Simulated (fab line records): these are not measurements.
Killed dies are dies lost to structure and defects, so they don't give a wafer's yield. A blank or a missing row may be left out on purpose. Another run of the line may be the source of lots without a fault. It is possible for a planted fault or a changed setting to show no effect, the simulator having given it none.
Commonality check across tools / flow gf180mcu / 12 lots, 42 wafers sampled

== WHY THIS WAS OPENED ==
At GF_VT_IMPLANT_RS_MEAS_46 the reading MVSD_RS is flagged on 2 of 12 lots. Fault-free wafers read 456.6 ohm/sq, with a standard deviation of 1.
Rule: a lot is flagged when every wafer of it that has a number lies more than 4 standard deviations from that mean, or none has a number. As for the other lots, they are considered sound.

lot=L631; measured=day 7 16:43; on=film-metro-03; MVSD_RS (ohm/sq), wafer by wafer=456.2 455.3 454.9; flag=
lot=L632; measured=day 8 00:19; on=film-metro-03; MVSD_RS (ohm/sq), wafer by wafer=456.6 458.1 456.2; flag=
lot=L636; measured=day 9 00:28; on=film-metro-02; MVSD_RS (ohm/sq), wafer by wafer=456.8 455.6 455.2; flag=
lot=L637; measured=day 9 07:34; on=film-metro-02; MVSD_RS (ohm/sq), wafer by wafer=456.4 454.9 454.5; flag=
lot=L639; measured=day 9 19:37; on=film-metro-04; MVSD_RS (ohm/sq), wafer by wafer=454.8 454.8 455.4; flag=
lot=L640; measured=day 10 01:19; on=film-metro-02; MVSD_RS (ohm/sq), wafer by wafer=455.7 455.9 454.6; flag=
lot=L642; measured=day 10 15:05; on=film-metro-03; MVSD_RS (ohm/sq), wafer by wafer=454.9 455.4 455.9; flag=
lot=L645; measured=day 11 12:26; on=film-metro-03; MVSD_RS (ohm/sq), wafer by wafer=520.3 520.3 518.5 519.3 520.1 518.8; flag=FLAGGED
lot=L646; measured=day 11 22:55; on=film-metro-04; MVSD_RS (ohm/sq), wafer by wafer=518.4 518.3 519.3 517.9 518.8 519.8; flag=FLAGGED
lot=L648; measured=day 12 11:37; on=film-metro-04; MVSD_RS (ohm/sq), wafer by wafer=456.6 456.5 457.5; flag=
lot=L650; measured=day 12 23:24; on=film-metro-03; MVSD_RS (ohm/sq), wafer by wafer=456.9 456.6 458.7; flag=
lot=L654; measured=day 14 05:52; on=film-metro-03; MVSD_RS (ohm/sq), wafer by wafer=456.3 457.5 456.1; flag=
The mean of the flagged lots' numbers is 519.1 ohm/sq, +62.5 ohm/sq from the usual (+63 standard deviations).

== WHICH TOOL RAN EACH LOT ==
The record keeps 1 process step preceding the reading, out of 602 steps on the route. Cell contents, in order: the tool; ch with the chambers the sampled wafers went through; the start.
lot=L631; flag=; GF_MVSD_IMPLANT_09=implanter-01 ch 0, day 4 13:09
lot=L632; flag=; GF_MVSD_IMPLANT_09=implanter-01 ch 0, day 4 19:49
lot=L636; flag=; GF_MVSD_IMPLANT_09=implanter-01 ch 0, day 5 16:43
lot=L637; flag=; GF_MVSD_IMPLANT_09=implanter-03 ch 0, day 5 21:03
lot=L639; flag=; GF_MVSD_IMPLANT_09=implanter-01 ch 0, day 6 09:24
lot=L640; flag=; GF_MVSD_IMPLANT_09=implanter-01 ch 0, day 6 14:44
lot=L642; flag=; GF_MVSD_IMPLANT_09=implanter-01 ch 0, day 7 02:20
lot=L645; flag=FLAGGED; GF_MVSD_IMPLANT_09=implanter-01 ch 0, day 7 20:08
lot=L646; flag=FLAGGED; GF_MVSD_IMPLANT_09=implanter-01 ch 0, day 8 04:15
lot=L648; flag=; GF_MVSD_IMPLANT_09=implanter-04 ch 0, day 8 15:08
lot=L650; flag=; GF_MVSD_IMPLANT_09=implanter-04 ch 0, day 9 00:43
lot=L654; flag=; GF_MVSD_IMPLANT_09=implanter-03 ch 0, day 10 02:37
What the steps here do:
- GF_MVSD_IMPLANT_09
- GF_VT_IMPLANT_RS_MEAS_46: measures by four-point-probe.

== FLAGGED AGAINST TOTAL, ONE TOOL AT A TIME (gauges that did the reading follow at the end) ==
step=GF_MVSD_IMPLANT_09; tool=implanter-01; lots run=8; flagged=2; share of the flagged lots=all; sound lots run after its first flagged lot=0
step=GF_MVSD_IMPLANT_09; tool=implanter-03; lots run=2; flagged=0; share of the flagged lots=none; sound lots run after its first flagged lot=-
step=GF_MVSD_IMPLANT_09; tool=implanter-04; lots run=2; flagged=0; share of the flagged lots=none; sound lots run after its first flagged lot=-
step=GF_VT_IMPLANT_RS_MEAS_46; tool=film-metro-02; lots run=3; flagged=0; share of the flagged lots=none; sound lots run after its first flagged lot=-
step=GF_VT_IMPLANT_RS_MEAS_46; tool=film-metro-03; lots run=6; flagged=1; share of the flagged lots=some; sound lots run after its first flagged lot=2 (L650,L654)
step=GF_VT_IMPLANT_RS_MEAS_46; tool=film-metro-04; lots run=3; flagged=1; share of the flagged lots=some; sound lots run after its first flagged lot=1 (L648)

== WHAT THE TABLE ALLOWS ==
All flagged lots share 1 row of the table, namely implanter-01 at GF_MVSD_IMPLANT_09.
- implanter-01 at GF_MVSD_IMPLANT_09 ran 8 lots, 2 of them flagged. Its last sound lot is L642 (day 7 02:20), its first flagged lot L645 (day 7 20:08): a fault that began between those two fits. Its own readings (dose-ions-cm2, faraday-current-uA) fall more than 4 standard deviations out on all wafers of the flagged lots.
implanter-01 at GF_MVSD_IMPLANT_09 is the single tool remaining.

== WHAT HAD BEEN PUT IN BY THE SIMULATOR ==
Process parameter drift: implanter-01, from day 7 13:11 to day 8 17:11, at GF_MVSD_IMPLANT_09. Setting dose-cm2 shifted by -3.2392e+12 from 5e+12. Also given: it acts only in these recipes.
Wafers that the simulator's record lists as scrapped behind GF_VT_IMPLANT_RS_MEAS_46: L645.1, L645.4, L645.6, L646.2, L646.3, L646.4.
Shown lots that were struck: L645, L646. The rule above found the same.
